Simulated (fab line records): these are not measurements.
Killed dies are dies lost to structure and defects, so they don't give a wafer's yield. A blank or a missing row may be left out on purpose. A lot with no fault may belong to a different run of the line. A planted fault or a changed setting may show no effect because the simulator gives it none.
Matching of chambers :: flow gf180mcu :: GF_V1_CMP_26 on cmp-01 has 4 sister chambers
The step polishes, stops on SiO2, t overpolish 15 s, target thk 0 nm. 4 wafers are shown with their chamber, then 8 later ones without.

## WAFERS PAIRED WITH THEIR CHAMBERS
wafer: L381.3
chamber: 3
motorCurrentA (A): 11.6

wafer: L388.3
chamber: 2
motorCurrentA (A): 10.3

wafer: L388.6
chamber: 1
motorCurrentA (A): 9.9

wafer: L396.4
chamber: 0
motorCurrentA (A): 12.3

## WAFERS WITH NO CHAMBER GIVEN
wafer: L396.5
motorCurrentA (A): 12.3

wafer: L396.6
motorCurrentA (A): 9.8

wafer: L398.1
motorCurrentA (A): 10.1

wafer: L398.3
motorCurrentA (A): 11.8

wafer: L398.5
motorCurrentA (A): 9.8

wafer: L402.2
motorCurrentA (A): 12.0

wafer: L402.3
motorCurrentA (A): 10.1

wafer: L402.5
motorCurrentA (A): 10.0

## CHAMBER TAKEN BY EACH
wafer: L396.5
from the rows above: 0
in truth: 0

wafer: L396.6
from the rows above: 1
in truth: 1

wafer: L398.1
from the rows above: can't be placed: 1 or 2
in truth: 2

wafer: L398.3
from the rows above: can't be placed: 3 or 0
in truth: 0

wafer: L398.5
from the rows above: 1
in truth: 1

wafer: L402.2
from the rows above: can't be placed: 0 or 3
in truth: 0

wafer: L402.3
from the rows above: can't be placed: 1 or 2
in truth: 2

wafer: L402.5
from the rows above: can't be placed: 1 or 2
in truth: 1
3 of 8 placed correctly. From these rows, 5 cannot be placed; in 5 the true chamber is one of the candidates. Wrongly placed: 0.
How it was worked out, from the rows above alone: a wafer's distance from a chamber is the root of the sum, over the readings, of the square of ((its reading less the chamber's mean) divided by the reading's scatter). The wafer belongs to the nearest chamber; if the next one is less than 2 further off, it can't be placed. The mean given for a chamber averages the wafers shown for that chamber. The scatter: with one shown wafer a chamber, the root of the mean of the squares of how far each hidden wafer lies from its nearest shown one.
